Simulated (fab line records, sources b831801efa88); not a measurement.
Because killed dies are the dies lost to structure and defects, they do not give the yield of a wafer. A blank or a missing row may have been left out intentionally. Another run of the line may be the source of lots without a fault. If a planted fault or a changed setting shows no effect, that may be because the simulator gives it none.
What tool caused it? || flow sky130 || 6 lots, 18 wafers sampled, at 3 steps of a route of 708

== WHAT THE GAUGES SHOWED, per wafer ==
SKY_PASSIVATION_THK_MEAS_03.
{"lot": "L237", "measured": "day 44 10:07", "on": "film_metro-04", "PASSIVATION_CVD_02_THK (nm)": "537 527 540"}
{"lot": "L241", "measured": "day 45 15:25", "on": "film_metro-04", "PASSIVATION_CVD_02_THK (nm)": "542 554 557"}
{"lot": "L246", "measured": "day 46 13:18", "on": "film_metro-04", "PASSIVATION_CVD_02_THK (nm)": "531 542 547"}
{"lot": "L247", "measured": "day 47 00:11", "on": "film_metro-03", "PASSIVATION_CVD_02_THK (nm)": "540 551 538"}
{"lot": "L249", "measured": "day 47 01:28", "on": "film_metro-02", "PASSIVATION_CVD_02_THK (nm)": "526 533 543"}
{"lot": "L251", "measured": "day 47 12:37", "on": "film_metro-03", "PASSIVATION_CVD_02_THK (nm)": "543 538 555"}

== EACH LOT AND THE TOOL THAT RAN IT (in order: tool; ch and the chambers of the sampled wafers; start) ==
{"lot": "L237", "SKY_CONTACT_CMP_27": "cmp-02 ch 2,3, day 32 10:01", "SKY_METAL5_SPUTTER_04": "pvd_sputter-03, day 43 10:53"}
{"lot": "L241", "SKY_CONTACT_CMP_27": "cmp-01 ch 0,3, day 33 20:40", "SKY_METAL5_SPUTTER_04": "pvd_sputter-03, day 44 16:57"}
{"lot": "L246", "SKY_CONTACT_CMP_27": "cmp-02 ch 2,3, day 35 01:44", "SKY_METAL5_SPUTTER_04": "pvd_sputter-01, day 45 14:59"}
{"lot": "L247", "SKY_CONTACT_CMP_27": "cmp-02 ch 1,2, day 35 12:34", "SKY_METAL5_SPUTTER_04": "pvd_sputter-01, day 46 01:36"}
{"lot": "L249", "SKY_CONTACT_CMP_27": "cmp-02 ch 0,1,2, day 35 15:44", "SKY_METAL5_SPUTTER_04": "pvd_sputter-03, day 46 03:17"}
{"lot": "L251", "SKY_CONTACT_CMP_27": "cmp-01 ch 0,1,2, day 36 06:32", "SKY_METAL5_SPUTTER_04": "pvd_sputter-01, day 46 16:02"}
- SKY_CONTACT_CMP_27: polishes, stops on SiO2, t overpolish 15 s, target thk 0 nm.
- SKY_METAL5_SPUTTER_04: material TiN, target thk 70 nm, time 58.3 s.

== THE ANSWER, worked out from the rows above alone ==
Rule: usual is defined by the lots themselves. Put in order of their means at a reading, lots are off if they are a third of the lots or fewer, leave a main group of 4 or more, and stand apart from it by a gap of 3 or more times the standard deviation of the main group's means; of several such gaps the widest counts. Not used: any main group whose means are identical at the precision the tables above print for the reading. A lot without any number at a reading at which 4 lots or more have one is off too. Any other lot the step has rows for is counted as sound.
No lot is off on any of the readings shown, so nothing can be concluded from this.

== WHAT WAS PUT IN BY THE SIMULATOR ==
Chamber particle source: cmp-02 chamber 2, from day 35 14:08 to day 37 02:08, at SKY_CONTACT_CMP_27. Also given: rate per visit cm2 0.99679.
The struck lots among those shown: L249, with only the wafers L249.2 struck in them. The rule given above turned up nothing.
